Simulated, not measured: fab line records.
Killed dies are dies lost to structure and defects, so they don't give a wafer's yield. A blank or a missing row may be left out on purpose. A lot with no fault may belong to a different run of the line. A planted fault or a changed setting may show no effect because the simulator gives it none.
What tool caused it? || flow gf180mcu || Sampling: 12 lots, 36 wafers, 2 of 602 route steps

## WHAT EACH GAUGE READ, for each wafer
GF_V2_CD_MEAS_14 targets a cd of 260 nm.
{"lot": "L075", "measured": "day 20 14:52", "on": "cdSem-01", "cdNm (nm)": "260.4 260.3 261.4"}
{"lot": "L077", "measured": "day 21 14:32", "on": "cdSem-01", "cdNm (nm)": "260.3 259.2 260.6"}
{"lot": "L079", "measured": "day 22 03:34", "on": "cdSem-01", "cdNm (nm)": "259.3 259.3 258.4"}
{"lot": "L081", "measured": "day 22 21:58", "on": "cdSem-02", "cdNm (nm)": "257.7 260.4 259.2"}
{"lot": "L083", "measured": "day 23 13:47", "on": "cdSem-01", "cdNm (nm)": "257.7 259.0 259.1"}
{"lot": "L085", "measured": "day 24 09:25", "on": "cdSem-01", "cdNm (nm)": "261.5 261.8 261.6"}
{"lot": "L087", "measured": "day 25 02:14", "on": "cdSem-02", "cdNm (nm)": "259.3 260.8 260.4"}
{"lot": "L089", "measured": "day 25 22:55", "on": "cdSem-02", "cdNm (nm)": "260.7 259.9 261.0"}
{"lot": "L091", "measured": "day 26 08:13", "on": "cdSem-02", "cdNm (nm)": "261.8 262.4 261.7"}
{"lot": "L093", "measured": "day 26 18:53", "on": "cdSem-02", "cdNm (nm)": "260.5 260.2 261.0"}
{"lot": "L095", "measured": "day 27 11:34", "on": "cdSem-02", "cdNm (nm)": "261.1 261.6 260.9"}
{"lot": "L097", "measured": "day 27 22:24", "on": "cdSem-01", "cdNm (nm)": "260.8 258.9 259.6"}

## TOOL THAT RAN EACH LOT (tool first, then ch and the chambers of the sampled wafers, then the start)
{"lot": "L075", "GF_V1_CVD_23": "cvdW-01 ch 0,1, day 18 12:36"}
{"lot": "L077", "GF_V1_CVD_23": "cvdW-01 ch 0,1, day 19 12:01"}
{"lot": "L079", "GF_V1_CVD_23": "cvdW-01 ch 0,1, day 20 02:23"}
{"lot": "L081", "GF_V1_CVD_23": "cvdW-02 ch 0, day 20 21:25"}
{"lot": "L083", "GF_V1_CVD_23": "cvdW-01 ch 0, day 21 12:47"}
{"lot": "L085", "GF_V1_CVD_23": "cvdW-01 ch 0,1, day 22 10:04"}
{"lot": "L087", "GF_V1_CVD_23": "cvdW-02 ch 0,1, day 23 03:50"}
{"lot": "L089", "GF_V1_CVD_23": "cvdW-02 ch 0,1, day 24 01:49"}
{"lot": "L091", "GF_V1_CVD_23": "cvdW-01 ch 0,1, day 24 10:54"}
{"lot": "L093", "GF_V1_CVD_23": "cvdW-02 ch 0,1, day 24 23:10"}
{"lot": "L095", "GF_V1_CVD_23": "cvdW-01 ch 0,1, day 25 16:11"}
{"lot": "L097", "GF_V1_CVD_23": "cvdW-01 ch 0,1, day 26 03:51"}
- GF_V1_CVD_23: deposits W, target thk 350 nm, time 105.05 s.

## THE ANSWER, worked out from the rows above alone
Rule: the lots themselves supply what counts as usual. Put in order of their means at a reading, lots are off if they are a third of the lots or fewer, leave a main group of 4 or more, and stand apart from it by a gap of 3 or more times the standard deviation of the main group's means; of several such gaps the widest counts. A main group whose means are all the same, to the digits that the tables above print for the reading, isn't used. Also off: a lot with no number at a reading for which 4 or more lots have one. The other lots that the step has rows for count as sound.
Across all readings shown, no lot is off: no conclusion can be drawn from this.

## WHAT THE SIMULATOR HAD PUT IN
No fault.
